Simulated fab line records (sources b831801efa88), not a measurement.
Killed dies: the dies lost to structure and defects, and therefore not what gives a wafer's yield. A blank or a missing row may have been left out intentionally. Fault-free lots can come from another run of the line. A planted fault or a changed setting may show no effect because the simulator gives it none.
Chamber matching || flow sky130 || SKY_VIA1_CMP_02 on cmp-01: 4 sister chambers
The step polishes SiO2. 4 wafers are shown with their chamber, then 7 later ones without.

## WAFERS, EACH WITH ITS CHAMBER
{"wafer": "L649.3", "chamber": 3, "motor current A (A)": 12.0}
{"wafer": "L650.3", "chamber": 1, "motor current A (A)": 11.5}
{"wafer": "L655.1", "chamber": 2, "motor current A (A)": 12.9}
{"wafer": "L655.3", "chamber": 0, "motor current A (A)": 12.5}

## WAFERS WITH NO CHAMBER GIVEN
{"wafer": "L655.6", "motor current A (A)": 12.2}
{"wafer": "L661.3", "motor current A (A)": 12.7}
{"wafer": "L661.4", "motor current A (A)": 12.2}
{"wafer": "L661.5", "motor current A (A)": 12.3}
{"wafer": "L664.2", "motor current A (A)": 12.1}
{"wafer": "L664.3", "motor current A (A)": 11.9}
{"wafer": "L664.4", "motor current A (A)": 11.4}

## WHICH CHAMBER EACH WENT THROUGH
{"wafer": "L655.6", "from the rows above": "can't be placed: 3 or 0", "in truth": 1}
{"wafer": "L661.3", "from the rows above": "can't be placed: 0 or 2", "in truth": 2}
{"wafer": "L661.4", "from the rows above": "can't be placed: 3 or 0", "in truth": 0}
{"wafer": "L661.5", "from the rows above": "can't be placed: 0 or 3", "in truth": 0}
{"wafer": "L664.2", "from the rows above": "can't be placed: 3 or 0", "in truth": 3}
{"wafer": "L664.3", "from the rows above": "can't be placed: 3 or 1", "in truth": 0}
{"wafer": "L664.4", "from the rows above": 1, "in truth": 1}
Correctly placed: 1 of 7. From these rows, 6 cannot be placed; in 4 the true chamber is one of the candidates. Placed wrongly: 0.
How it was worked out, from the rows above alone: a wafer's distance from a chamber is the root of the sum, over the readings, of the square of ((its reading less the chamber's mean) divided by the reading's scatter). If the next closest chamber is less than 2 further off than the closest, the wafer can't be placed; otherwise it belongs to the closest. For every chamber, the mean is computed from those of its wafers that are shown. The scatter: root of mean squared gap, hidden wafer to nearest shown wafer, with one shown wafer a chamber.
